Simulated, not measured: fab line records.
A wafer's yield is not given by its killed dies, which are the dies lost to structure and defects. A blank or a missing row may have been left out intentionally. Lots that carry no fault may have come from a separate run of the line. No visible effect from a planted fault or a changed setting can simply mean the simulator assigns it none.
8D (eight disciplines) problem report, filled in by code | flow sky130 | the parts of the form that need people (team, actions taken, sign-off) are left out

1. WHAT WENT WRONG
Mean of runLengthS at SKY_SD_N_CLEAN_13: 54 s across 6 wafers in 2 lots; on wafers with no fault it is 179 s (standard deviation 4.1). Measured from the usual mean, that is -30 standard deviations.
The step: cleans in SC1/SC2, time 150 s.
Earliest sighting: wafer L609.2 on wetBench-03 at day 32 14:31. The record has a number at this step for 18 wafers belonging to 6 lots. By rule, "out" or "out of limits" means more than 4 standard deviations away from the usual mean. The other wafers with a number count as sound.

2. WHAT IT IS; WHAT IT IS NOT
question                    | is                     | is not
which readings at this step | runLengthS             | -
which lots                  | L609, L611             | L600, L610, L613, L621
which wafers of those lots  | all that have a number | -
read on which tools         | wetBench-03            | wetBench-02, wetBench-04
when                        | from day 32 14:31      | up to then (3 sound wafers); but 9 sound wafers of L610, L613, L621 came after

3. SUSPECTS, AND WHAT RULES EACH OUT
Counting: any tool at a process step up to the reading is kept as a suspect provided that every lot that is out went through it and no sound lot did after the first of them.
- plasmaAsher-02 at SKY_SD_N_STRIP_11 (strips in O2/N2): ruled out as a lasting fault. Following L609 (day 32 14:22), the first lot on it that is out, the sound lots L621 were run on it.
- wetBench-03 at SKY_SD_N_CLEAN_13 (cleans in SC1/SC2, time 150 s): ruled out as a lasting fault. Following L609 (day 32 14:31), the first lot on it that is out, the sound lots L613 were run on it.
Left after counting: nothing in the record.

4. THE CAUSE (what the simulator had put in)
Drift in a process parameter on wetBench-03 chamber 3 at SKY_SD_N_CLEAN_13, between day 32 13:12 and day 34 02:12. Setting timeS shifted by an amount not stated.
Counting ruled it out, wrongly.

5. THE CHAIN OF EFFECTS, in route order
Each row: a reading whose mean over the struck wafers that have a number lies more than 3 standard deviations from the usual. Only readings for which the record gives a usual standard deviation are gone through. hours: the time from each lot's start at the first step in this table that gives one to its start at this step, as a median over the lots. sigmas: the change in usual standard deviations.
hours | step              | reading    | usual | on struck wafers | change | sigmas
0     | SKY_SD_N_CLEAN_13 | runLengthS | 179 s | 54               | -125   | -30
It contains these process steps:
- SKY_SD_N_CLEAN_13: cleans in SC1/SC2, time 150 s.

6. WHAT WOULD HAVE CAUGHT IT SOONER
In this record the first reading out of limits was taken at day 32 14:31, 1 hour after the fault began at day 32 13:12.
